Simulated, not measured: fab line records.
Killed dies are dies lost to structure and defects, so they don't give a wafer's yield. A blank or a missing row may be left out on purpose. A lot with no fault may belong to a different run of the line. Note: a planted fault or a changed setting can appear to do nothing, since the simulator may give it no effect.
Which tool did it? :: flow gf180mcu :: 24 lots, 72 wafers sampled, at 6 steps of a route of 602

WHAT EACH GAUGE READ, for each wafer
GF_DUAL_GATE_THK_MEAS_03. Usual: DUAL_GATE_OXIDATION_00_THK typically reads 11.16 nm, with standard deviation 0.26.
lot: L074
measured: day 7 17:08
on: film_metro-02
DUAL_GATE_OXIDATION_00_THK (nm): 10.88 11.04 10.74
flag: 

lot: L075
measured: day 8 00:57
on: film_metro-02
DUAL_GATE_OXIDATION_00_THK (nm): 11.31 11.37 11.31
flag: 

lot: L076
measured: day 8 06:21
on: film_metro-01
DUAL_GATE_OXIDATION_00_THK (nm): 11.45 11.32 11.41
flag: 

lot: L077
measured: day 8 14:28
on: film_metro-02
DUAL_GATE_OXIDATION_00_THK (nm): 10.83 10.73 10.76
flag: 

lot: L078
measured: day 8 19:58
on: film_metro-02
DUAL_GATE_OXIDATION_00_THK (nm): 11.39 11.29 11.09
flag: 

lot: L079
measured: day 8 22:43
on: film_metro-02
DUAL_GATE_OXIDATION_00_THK (nm): 11.22 11.29 11.33
flag: 

lot: L080
measured: day 9 10:59
on: film_metro-02
DUAL_GATE_OXIDATION_00_THK (nm): 11.27 11.04 11.19
flag: 

lot: L081
measured: day 9 17:11
on: film_metro-02
DUAL_GATE_OXIDATION_00_THK (nm): 11.33 11.29 11.34
flag: 

lot: L082
measured: day 10 00:19
on: film_metro-04
DUAL_GATE_OXIDATION_00_THK (nm): 11.07 11.09 11.32
flag: 

lot: L083
measured: day 10 03:26
on: film_metro-01
DUAL_GATE_OXIDATION_00_THK (nm): 10.69 10.84 10.67
flag: 

lot: L084
measured: day 10 13:13
on: film_metro-04
DUAL_GATE_OXIDATION_00_THK (nm): 11.25 11.16 11.12
flag: 

lot: L085
measured: day 10 17:41
on: film_metro-02
DUAL_GATE_OXIDATION_00_THK (nm): 10.89 10.91 10.72
flag: 

lot: L086
measured: day 11 02:58
on: film_metro-04
DUAL_GATE_OXIDATION_00_THK (nm): 11.72 11.53 11.51
flag: 

lot: L087
measured: day 11 08:28
on: film_metro-01
DUAL_GATE_OXIDATION_00_THK (nm): 11.52 11.40 11.58
flag: 

lot: L088
measured: day 11 13:35
on: film_metro-02
DUAL_GATE_OXIDATION_00_THK (nm): 11.94 11.86 11.57
flag: 

lot: L089
measured: day 11 22:09
on: film_metro-04
DUAL_GATE_OXIDATION_00_THK (nm): 11.09 10.97 11.01
flag: 

lot: L090
measured: day 12 05:53
on: film_metro-01
DUAL_GATE_OXIDATION_00_THK (nm): 11.14 11.38 11.18
flag: 

lot: L091
measured: day 12 10:22
on: film_metro-04
DUAL_GATE_OXIDATION_00_THK (nm): 10.85 11.07 10.87
flag: 

lot: L092
measured: day 12 16:56
on: film_metro-04
DUAL_GATE_OXIDATION_00_THK (nm): 11.22 11.18 11.13
flag: 

lot: L093
measured: day 13 02:08
on: film_metro-02
DUAL_GATE_OXIDATION_00_THK (nm): 11.10 11.25 11.16
flag: 

lot: L094
measured: day 13 10:33
on: film_metro-01
DUAL_GATE_OXIDATION_00_THK (nm): 11.00 10.83 11.03
flag: 

lot: L095
measured: day 13 13:26
on: film_metro-01
DUAL_GATE_OXIDATION_00_THK (nm): 11.08 10.96 11.15
flag: 

lot: L096
measured: day 13 17:40
on: film_metro-01
DUAL_GATE_OXIDATION_00_THK (nm): 10.81 11.07 10.73
flag: 

lot: L097
measured: day 14 04:19
on: film_metro-01
DUAL_GATE_OXIDATION_00_THK (nm): 11.20 11.25 11.33
flag: 

GF_V2_OVL_MEAS_15. Usual: V2_OVL typically reads 3 nm, with standard deviation 4.9.
lot: L074
measured: day 20 09:07
on: overlay-01
V2_OVL (nm): 15 3 5
flag: 

lot: L075
measured: day 20 21:14
on: overlay-01
V2_OVL (nm): 6 16 8
flag: 

lot: L076
measured: day 21 02:28
on: overlay-01
V2_OVL (nm): 4 1 4
flag: 

lot: L077
measured: day 21 12:50
on: overlay-02
V2_OVL (nm): 8 10 10
flag: 

lot: L078
measured: day 21 23:55
on: overlay-01
V2_OVL (nm): 3 7 6
flag: 

lot: L079
measured: day 22 05:05
on: overlay-01
V2_OVL (nm): 5 2 6
flag: 

lot: L080
measured: day 22 18:50
on: overlay-01
V2_OVL (nm): -1 3 6
flag: 

lot: L081
measured: day 23 04:57
on: overlay-01
V2_OVL (nm): 2 5 4
flag: 

lot: L082
measured: day 23 10:48
on: overlay-02
V2_OVL (nm): 5 3 3
flag: 

lot: L083
measured: day 23 14:43
on: overlay-01
V2_OVL (nm): 2 2 1
flag: 

lot: L084
measured: day 24 04:31
on: overlay-01
V2_OVL (nm): -7 -4 -5
flag: 

lot: L085
measured: day 24 10:02
on: overlay-01
V2_OVL (nm): -6 -2 -3
flag: 

lot: L086
measured: day 25 01:23
on: overlay-02
V2_OVL (nm): 3 4 7
flag: 

lot: L087
measured: day 25 02:16
on: overlay-01
V2_OVL (nm): 2 0 3
flag: 

lot: L088
measured: day 25 08:04
on: overlay-01
V2_OVL (nm): 2 1 7
flag: 

lot: L089
measured: day 25 20:17
on: overlay-01
V2_OVL (nm): 0 5 -2
flag: 

lot: L090
measured: day 26 04:38
on: overlay-02
V2_OVL (nm): -3 -4 -2
flag: 

lot: L091
measured: day 26 05:19
on: overlay-02
V2_OVL (nm): 2 4 0
flag: 

lot: L092
measured: day 26 12:08
on: overlay-01
V2_OVL (nm): 13 13 15
flag: 

lot: L093
measured: day 27 02:43
on: overlay-02
V2_OVL (nm): 4 -2 12
flag: 

lot: L094
measured: day 27 08:11
on: overlay-02
V2_OVL (nm): 3 2 7
flag: 

lot: L095
measured: day 27 11:52
on: overlay-01
V2_OVL (nm): -4 7 2
flag: 

lot: L096
measured: day 27 13:31
on: overlay-01
V2_OVL (nm): 4 -4 1
flag: 

lot: L097
measured: day 28 00:53
on: overlay-02
V2_OVL (nm): 3 3 8
flag: 

GF_M4_OVL_MEAS_15. Usual: M4_OVL typically reads -1 nm, with standard deviation 5.2.
lot: L074
measured: day 23 11:20
on: overlay-01
M4_OVL (nm): -5 1 -5
flag: 

lot: L075
measured: day 23 22:52
on: overlay-02
M4_OVL (nm): 0 1 0
flag: 

lot: L076
measured: day 24 04:11
on: overlay-02
M4_OVL (nm): -3 1 0
flag: 

lot: L077
measured: day 24 14:05
on: overlay-01
M4_OVL (nm): -1 -5 -1
flag: 

lot: L078
measured: day 25 00:04
on: overlay-01
M4_OVL (nm): -5 -9 -2
flag: 

lot: L079
measured: day 25 05:28
on: overlay-01
M4_OVL (nm): 0 -7 0
flag: 

lot: L080
measured: day 25 18:22
on: overlay-01
M4_OVL (nm): 2 -1 -15
flag: 

lot: L081
measured: day 26 01:56
on: overlay-01
M4_OVL (nm): 4 4 7
flag: 

lot: L082
measured: day 26 08:31
on: overlay-02
M4_OVL (nm): 5 9 15
flag: 

lot: L083
measured: day 26 12:04
on: overlay-02
M4_OVL (nm): 0 4 -7
flag: 

lot: L084
measured: day 26 23:55
on: overlay-01
M4_OVL (nm): 2 2 -1
flag: 

lot: L085
measured: day 27 05:52
on: overlay-02
M4_OVL (nm): -8 -3 -15
flag: 

lot: L086
measured: day 27 19:25
on: overlay-01
M4_OVL (nm): 1 -6 -1
flag: 

lot: L087
measured: day 27 20:07
on: overlay-02
M4_OVL (nm): 6 6 9
flag: 

lot: L088
measured: day 28 02:31
on: overlay-02
M4_OVL (nm): 2 5 2
flag: 

lot: L089
measured: day 28 13:16
on: overlay-02
M4_OVL (nm): 0 -5 -7
flag: 

lot: L090
measured: day 28 21:02
on: overlay-02
M4_OVL (nm): -4 -3 -5
flag: 

lot: L091
measured: day 28 22:28
on: overlay-01
M4_OVL (nm): 0 -6 3
flag: 

lot: L092
measured: day 29 04:28
on: overlay-01
M4_OVL (nm): 4 6 6
flag: 

lot: L093
measured: day 29 18:04
on: overlay-01
M4_OVL (nm): 3 1 -4
flag: 

lot: L094
measured: day 29 22:25
on: overlay-02
M4_OVL (nm): -4 -1 -6
flag: 

lot: L095
measured: day 30 02:01
on: overlay-02
M4_OVL (nm): -8 -10 -9
flag: 

lot: L096
measured: day 30 04:40
on: overlay-02
M4_OVL (nm): -2 -5 -3
flag: 

lot: L097
measured: day 30 14:28
on: overlay-01
M4_OVL (nm): -2 -6 -1
flag: 

EACH LOT AND THE TOOL THAT RAN IT (in order: tool; ch and the chambers of the sampled wafers; start)
lot: L074
GF_V1_CMP_26: cmp-02 ch 0,2,3, day 18 06:46
GF_V2_STRIP_18: plasma_asher-03 ch 0,1, day 20 09:17
GF_M3_SPUTTER_00: pvd_sputter-03, day 20 10:31

lot: L075
GF_V1_CMP_26: cmp-02 ch 0,1,2, day 18 18:58
GF_V2_STRIP_18: plasma_asher-01 ch 0,1, day 20 21:23
GF_M3_SPUTTER_00: pvd_sputter-02, day 20 22:37

lot: L076
GF_V1_CMP_26: cmp-01 ch 1,2, day 19 00:34
GF_V2_STRIP_18: plasma_asher-03 ch 0,1, day 21 02:38
GF_M3_SPUTTER_00: pvd_sputter-01, day 21 03:50

lot: L077
GF_V1_CMP_26: cmp-01 ch 0,1, day 19 10:43
GF_V2_STRIP_18: plasma_asher-01 ch 0,1, day 21 13:05
GF_M3_SPUTTER_00: pvd_sputter-03, day 21 14:16

lot: L078
GF_V1_CMP_26: cmp-01 ch 1,2,3, day 19 21:39
GF_V2_STRIP_18: plasma_asher-03 ch 0,1, day 22 00:05
GF_M3_SPUTTER_00: pvd_sputter-03, day 22 01:39

lot: L079
GF_V1_CMP_26: cmp-02 ch 0,2,3, day 20 03:02
GF_V2_STRIP_18: plasma_asher-04 ch 0,1, day 22 05:14
GF_M3_SPUTTER_00: pvd_sputter-01, day 22 06:28

lot: L080
GF_V1_CMP_26: cmp-02 ch 0,2,3, day 20 17:52
GF_V2_STRIP_18: plasma_asher-01 ch 0,1, day 22 19:01
GF_M3_SPUTTER_00: pvd_sputter-03, day 22 20:35

lot: L081
GF_V1_CMP_26: cmp-02 ch 0,1,2, day 21 04:34
GF_V2_STRIP_18: plasma_asher-01 ch 0,1, day 23 05:08
GF_M3_SPUTTER_00: pvd_sputter-01, day 23 06:23

lot: L082
GF_V1_CMP_26: cmp-02 ch 0,1,2, day 21 10:20
GF_V2_STRIP_18: plasma_asher-03 ch 0,1, day 23 10:57
GF_M3_SPUTTER_00: pvd_sputter-03, day 23 12:14

lot: L083
GF_V1_CMP_26: cmp-01 ch 0,1,3, day 21 14:25
GF_V2_STRIP_18: plasma_asher-04 ch 0,1, day 23 14:53
GF_M3_SPUTTER_00: pvd_sputter-03, day 23 16:11

lot: L084
GF_V1_CMP_26: cmp-01 ch 0,1,2, day 22 05:37
GF_V2_STRIP_18: plasma_asher-04 ch 0, day 24 04:41
GF_M3_SPUTTER_00: pvd_sputter-01, day 24 05:56

lot: L085
GF_V1_CMP_26: cmp-02 ch 0,1,3, day 22 11:04
GF_V2_STRIP_18: plasma_asher-01 ch 0,1, day 24 10:11
GF_M3_SPUTTER_00: pvd_sputter-02, day 24 11:25

lot: L086
GF_V1_CMP_26: cmp-01 ch 0,1,3, day 23 03:07
GF_V2_STRIP_18: plasma_asher-04 ch 0,1, day 25 01:34
GF_M3_SPUTTER_00: pvd_sputter-03, day 25 02:47

lot: L087
GF_V1_CMP_26: cmp-02 ch 0,1,2, day 23 03:31
GF_V2_STRIP_18: plasma_asher-03 ch 0,1, day 25 02:26
GF_M3_SPUTTER_00: pvd_sputter-02, day 25 03:39

lot: L088
GF_V1_CMP_26: cmp-02 ch 0,1,3, day 23 09:56
GF_V2_STRIP_18: plasma_asher-04 ch 0,1, day 25 08:14
GF_M3_SPUTTER_00: pvd_sputter-01, day 25 09:27

lot: L089
GF_V1_CMP_26: cmp-02 ch 0,1,2, day 23 23:02
GF_V2_STRIP_18: plasma_asher-01 ch 0,1, day 25 20:28
GF_M3_SPUTTER_00: pvd_sputter-02, day 25 21:52

lot: L090
GF_V1_CMP_26: cmp-01 ch 0,1, day 24 07:01
GF_V2_STRIP_18: plasma_asher-01 ch 0,1, day 26 04:49
GF_M3_SPUTTER_00: pvd_sputter-03, day 26 06:00

lot: L091
GF_V1_CMP_26: cmp-01 ch 2,3, day 24 09:32
GF_V2_STRIP_18: plasma_asher-01 ch 0,1, day 26 05:31
GF_M3_SPUTTER_00: pvd_sputter-01, day 26 07:12

lot: L092
GF_V1_CMP_26: cmp-02 ch 1,2,3, day 24 16:36
GF_V2_STRIP_18: plasma_asher-03 ch 0,1, day 26 12:19
GF_M3_SPUTTER_00: pvd_sputter-02, day 26 13:42

lot: L093
GF_V1_CMP_26: cmp-02 ch 0,1, day 25 07:11
GF_V2_STRIP_18: plasma_asher-01 ch 0,1, day 27 02:53
GF_M3_SPUTTER_00: pvd_sputter-03, day 27 04:09

lot: L094
GF_V1_CMP_26: cmp-01 ch 1,2,3, day 25 12:01
GF_V2_STRIP_18: plasma_asher-03 ch 0,1, day 27 08:22
GF_M3_SPUTTER_00: pvd_sputter-03, day 27 09:37

lot: L095
GF_V1_CMP_26: cmp-02 ch 1,2,3, day 25 16:01
GF_V2_STRIP_18: plasma_asher-03 ch 0, day 27 12:02
GF_M3_SPUTTER_00: pvd_sputter-01, day 27 13:15

lot: L096
GF_V1_CMP_26: cmp-02 ch 0,2,3, day 25 19:32
GF_V2_STRIP_18: plasma_asher-04 ch 0,1, day 27 13:41
GF_M3_SPUTTER_00: pvd_sputter-02, day 27 14:57

lot: L097
GF_V1_CMP_26: cmp-01 ch 0,2,3, day 26 06:36
GF_V2_STRIP_18: plasma_asher-01 ch 0,1, day 28 01:02
GF_M3_SPUTTER_00: pvd_sputter-02, day 28 02:16
- GF_V1_CMP_26: polishes, stops on SiO2, t overpolish 15 s, target thk 0 nm.
- GF_V2_STRIP_18: strips in O2/N2.
- GF_M3_SPUTTER_00: material Ti, target thk 37.5 nm, time 150 s.

WHAT THE TOOLS THEMSELVES READ (means of the sampled wafers that have a number; where no wafer has one, the mark that the record gives instead)
GF_V1_CMP_26. Usual: edge_zone_pressure_frac 1.000, standard deviation 0.0053; motor_current_A 10.7 A, standard deviation 0.84; overpolish_run_s 15.001 s, standard deviation 0.0099; time_to_endpoint_s 87 s, standard deviation 4.
lot: L074
tool: cmp-02
edge_zone_pressure_frac: 0.997
motor_current_A (A): 10.8
overpolish_run_s (s): 15.001
time_to_endpoint_s (s): 85
flag: 

lot: L075
tool: cmp-02
edge_zone_pressure_frac: 0.996
motor_current_A (A): 10.4
overpolish_run_s (s): 15.009
time_to_endpoint_s (s): 86
flag: 

lot: L076
tool: cmp-01
edge_zone_pressure_frac: 1.005
motor_current_A (A): 10.8
overpolish_run_s (s): 14.993
time_to_endpoint_s (s): 90
flag: 

lot: L077
tool: cmp-01
edge_zone_pressure_frac: 1.001
motor_current_A (A): 10.6
overpolish_run_s (s): 14.992
time_to_endpoint_s (s): 91
flag: 

lot: L078
tool: cmp-01
edge_zone_pressure_frac: 0.998
motor_current_A (A): 11.3
overpolish_run_s (s): 15.004
time_to_endpoint_s (s): 86
flag: 

lot: L079
tool: cmp-02
edge_zone_pressure_frac: 1.005
motor_current_A (A): 10.7
overpolish_run_s (s): 14.997
time_to_endpoint_s (s): 84
flag: 

lot: L080
tool: cmp-02
edge_zone_pressure_frac: 0.996
motor_current_A (A): 11.0
overpolish_run_s (s): 14.995
time_to_endpoint_s (s): 83
flag: 

lot: L081
tool: cmp-02
edge_zone_pressure_frac: 0.997
motor_current_A (A): 10.4
overpolish_run_s (s): 15.001
time_to_endpoint_s (s): 87
flag: 

lot: L082
tool: cmp-02
edge_zone_pressure_frac: 1.001
motor_current_A (A): 10.5
overpolish_run_s (s): 15.011
time_to_endpoint_s (s): 84
flag: 

lot: L083
tool: cmp-01
edge_zone_pressure_frac: 0.998
motor_current_A (A): 11.5
overpolish_run_s (s): 14.993
time_to_endpoint_s (s): 87
flag: 

lot: L084
tool: cmp-01
edge_zone_pressure_frac: 1.001
motor_current_A (A): 10.2
overpolish_run_s (s): 15.015
time_to_endpoint_s (s): 91
flag: 

lot: L085
tool: cmp-02
edge_zone_pressure_frac: 1.001
motor_current_A (A): 10.4
overpolish_run_s (s): 15.002
time_to_endpoint_s (s): 88
flag: 

lot: L086
tool: cmp-01
edge_zone_pressure_frac: 0.998
motor_current_A (A): 11.5
overpolish_run_s (s): 14.996
time_to_endpoint_s (s): 88
flag: 

lot: L087
tool: cmp-02
edge_zone_pressure_frac: 0.997
motor_current_A (A): 10.2
overpolish_run_s (s): 15.004
time_to_endpoint_s (s): 85
flag: 

lot: L088
tool: cmp-02
edge_zone_pressure_frac: 1.005
motor_current_A (A): 10.4
overpolish_run_s (s): 15.003
time_to_endpoint_s (s): 85
flag: 

lot: L089
tool: cmp-02
edge_zone_pressure_frac: 1.000
motor_current_A (A): 10.5
overpolish_run_s (s): 15.006
time_to_endpoint_s (s): 86
flag: 

lot: L090
tool: cmp-01
edge_zone_pressure_frac: 0.999
motor_current_A (A): 10.7
overpolish_run_s (s): 15.003
time_to_endpoint_s (s): 91
flag: 

lot: L091
tool: cmp-01
edge_zone_pressure_frac: 0.997
motor_current_A (A): 10.6
overpolish_run_s (s): 15.005
time_to_endpoint_s (s): 87
flag: 

lot: L092
tool: cmp-02
edge_zone_pressure_frac: 1.000
motor_current_A (A): 10.5
overpolish_run_s (s): 15.003
time_to_endpoint_s (s): 82
flag: 

lot: L093
tool: cmp-02
edge_zone_pressure_frac: 1.002
motor_current_A (A): 10.1
overpolish_run_s (s): 14.992
time_to_endpoint_s (s): 82
flag: 

lot: L094
tool: cmp-01
edge_zone_pressure_frac: 1.000
motor_current_A (A): 10.9
overpolish_run_s (s): 15.008
time_to_endpoint_s (s): 89
flag: 

lot: L095
tool: cmp-02
edge_zone_pressure_frac: 1.000
motor_current_A (A): 10.5
overpolish_run_s (s): 14.992
time_to_endpoint_s (s): 87
flag: 

lot: L096
tool: cmp-02
edge_zone_pressure_frac: 1.004
motor_current_A (A): 10.8
overpolish_run_s (s): 15.009
time_to_endpoint_s (s): 84
flag: 

lot: L097
tool: cmp-01
edge_zone_pressure_frac: 0.999
motor_current_A (A): 11.2
overpolish_run_s (s): 14.998
time_to_endpoint_s (s): 89
flag: 

GF_V2_STRIP_18. Usual: drypump_motor_current_A 5.9 A, standard deviation 0.6; heater_power_w 325 W, standard deviation 25; oes_product_au 0.593 a.u., standard deviation 0.0048.
lot: L074
tool: plasma_asher-03
drypump_motor_current_A (A): 6.4
heater_power_w (W): 338
oes_product_au (a.u.): 0.591
flag: 

lot: L075
tool: plasma_asher-01
drypump_motor_current_A (A): 5.7
heater_power_w (W): 310
oes_product_au (a.u.): 0.595
flag: 

lot: L076
tool: plasma_asher-03
drypump_motor_current_A (A): 6.4
heater_power_w (W): 343
oes_product_au (a.u.): 0.591
flag: 

lot: L077
tool: plasma_asher-01
drypump_motor_current_A (A): 5.7
heater_power_w (W): 310
oes_product_au (a.u.): 0.589
flag: 

lot: L078
tool: plasma_asher-03
drypump_motor_current_A (A): 6.2
heater_power_w (W): 323
oes_product_au (a.u.): 0.589
flag: 

lot: L079
tool: plasma_asher-04
drypump_motor_current_A (A): 5.4
heater_power_w (W): 351
oes_product_au (a.u.): 0.589
flag: 

lot: L080
tool: plasma_asher-01
drypump_motor_current_A (A): 5.7
heater_power_w (W): 307
oes_product_au (a.u.): 0.590
flag: 

lot: L081
tool: plasma_asher-01
drypump_motor_current_A (A): 5.8
heater_power_w (W): 311
oes_product_au (a.u.): 0.593
flag: 

lot: L082
tool: plasma_asher-03
drypump_motor_current_A (A): 6.5
heater_power_w (W): 342
oes_product_au (a.u.): 0.593
flag: 

lot: L083
tool: plasma_asher-04
drypump_motor_current_A (A): 6.0
heater_power_w (W): 337
oes_product_au (a.u.): 0.596
flag: 

lot: L084
tool: plasma_asher-04
drypump_motor_current_A (A): 6.7
heater_power_w (W): 332
oes_product_au (a.u.): 0.598
flag: 

lot: L085
tool: plasma_asher-01
drypump_motor_current_A (A): 5.7
heater_power_w (W): 305
oes_product_au (a.u.): 0.596
flag: 

lot: L086
tool: plasma_asher-04
drypump_motor_current_A (A): 5.4
heater_power_w (W): 344
oes_product_au (a.u.): 0.596
flag: 

lot: L087
tool: plasma_asher-03
drypump_motor_current_A (A): 6.2
heater_power_w (W): 329
oes_product_au (a.u.): 0.595
flag: 

lot: L088
tool: plasma_asher-04
drypump_motor_current_A (A): 5.4
heater_power_w (W): 349
oes_product_au (a.u.): 0.598
flag: 

lot: L089
tool: plasma_asher-01
drypump_motor_current_A (A): 5.7
heater_power_w (W): 310
oes_product_au (a.u.): 0.592
flag: 

lot: L090
tool: plasma_asher-01
drypump_motor_current_A (A): 5.7
heater_power_w (W): 313
oes_product_au (a.u.): 0.594
flag: 

lot: L091
tool: plasma_asher-01
drypump_motor_current_A (A): 5.7
heater_power_w (W): 311
oes_product_au (a.u.): 0.593
flag: 

lot: L092
tool: plasma_asher-03
drypump_motor_current_A (A): 6.4
heater_power_w (W): 339
oes_product_au (a.u.): 0.597
flag: 

lot: L093
tool: plasma_asher-01
drypump_motor_current_A (A): 5.7
heater_power_w (W): 304
oes_product_au (a.u.): 0.594
flag: 

lot: L094
tool: plasma_asher-03
drypump_motor_current_A (A): 6.4
heater_power_w (W): 341
oes_product_au (a.u.): 0.595
flag: 

lot: L095
tool: plasma_asher-03
drypump_motor_current_A (A): 6.6
heater_power_w (W): 356
oes_product_au (a.u.): 0.592
flag: 

lot: L096
tool: plasma_asher-04
drypump_motor_current_A (A): 6.1
heater_power_w (W): 341
oes_product_au (a.u.): 0.593
flag: 

lot: L097
tool: plasma_asher-01
drypump_motor_current_A (A): 5.7
heater_power_w (W): 298
oes_product_au (a.u.): 0.591
flag: 

GF_M3_SPUTTER_00. Usual: chamber_pressure_pa 2.000 Pa, standard deviation 0.0038; throttle_valve_pct 29.8 %, standard deviation 1.2.
lot: L074
tool: pvd_sputter-03
chamber_pressure_pa (Pa): 2.002
throttle_valve_pct (%): 29.6
flag: 

lot: L075
tool: pvd_sputter-02
chamber_pressure_pa (Pa): 1.996
throttle_valve_pct (%): 28.4
flag: 

lot: L076
tool: pvd_sputter-01
chamber_pressure_pa (Pa): 2.000
throttle_valve_pct (%): 29.1
flag: 

lot: L077
tool: pvd_sputter-03
chamber_pressure_pa (Pa): 2.002
throttle_valve_pct (%): 29.5
flag: 

lot: L078
tool: pvd_sputter-03
chamber_pressure_pa (Pa): 2.001
throttle_valve_pct (%): 29.4
flag: 

lot: L079
tool: pvd_sputter-01
chamber_pressure_pa (Pa): 2.004
throttle_valve_pct (%): 29.9
flag: 

lot: L080
tool: pvd_sputter-03
chamber_pressure_pa (Pa): 1.999
throttle_valve_pct (%): 29.4
flag: 

lot: L081
tool: pvd_sputter-01
chamber_pressure_pa (Pa): 2.006
throttle_valve_pct (%): 28.8
flag: 

lot: L082
tool: pvd_sputter-03
chamber_pressure_pa (Pa): 1.999
throttle_valve_pct (%): 29.6
flag: 

lot: L083
tool: pvd_sputter-03
chamber_pressure_pa (Pa): 1.998
throttle_valve_pct (%): 29.2
flag: 

lot: L084
tool: pvd_sputter-01
chamber_pressure_pa (Pa): 1.999
throttle_valve_pct (%): 29.9
flag: 

lot: L085
tool: pvd_sputter-02
chamber_pressure_pa (Pa): 2.000
throttle_valve_pct (%): 29.8
flag: 

lot: L086
tool: pvd_sputter-03
chamber_pressure_pa (Pa): 1.999
throttle_valve_pct (%): 29.5
flag: 

lot: L087
tool: pvd_sputter-02
chamber_pressure_pa (Pa): 2.000
throttle_valve_pct (%): 30.7
flag: 

lot: L088
tool: pvd_sputter-01
chamber_pressure_pa (Pa): 1.998
throttle_valve_pct (%): 29.9
flag: 

lot: L089
tool: pvd_sputter-02
chamber_pressure_pa (Pa): 1.997
throttle_valve_pct (%): 29.9
flag: 

lot: L090
tool: pvd_sputter-03
chamber_pressure_pa (Pa): 2.001
throttle_valve_pct (%): 29.6
flag: 

lot: L091
tool: pvd_sputter-01
chamber_pressure_pa (Pa): 2.002
throttle_valve_pct (%): 29.7
flag: 

lot: L092
tool: pvd_sputter-02
chamber_pressure_pa (Pa): 2.001
throttle_valve_pct (%): 30.0
flag: 

lot: L093
tool: pvd_sputter-03
chamber_pressure_pa (Pa): 2.001
throttle_valve_pct (%): 29.3
flag: 

lot: L094
tool: pvd_sputter-03
chamber_pressure_pa (Pa): 2.000
throttle_valve_pct (%): 29.2
flag: 

lot: L095
tool: pvd_sputter-01
chamber_pressure_pa (Pa): 2.000
throttle_valve_pct (%): 30.4
flag: 

lot: L096
tool: pvd_sputter-02
chamber_pressure_pa (Pa): 1.996
throttle_valve_pct (%): 29.8
flag: 

lot: L097
tool: pvd_sputter-02
chamber_pressure_pa (Pa): 1.999
throttle_valve_pct (%): 30.4
flag: 

THE ANSWER, worked out from the rows above alone
Rule: a lot counts as off when the mean over its wafers that have a number is more than 3 standard deviations away from the usual mean. Also off: a lot with no number at a reading for which 4 or more lots have one. Any other lot the step has rows for is counted as sound. After the gauges, taken in route order, come the tools' own readings; for these a lot's mean is taken, as printed above. The first step at which some lot is off is used, and at that step the reading that is off furthest; a lot without a number counts as furthest.
No lot is off at any reading shown: from this, nothing can be told.

WHAT THE SIMULATOR HAD PUT IN
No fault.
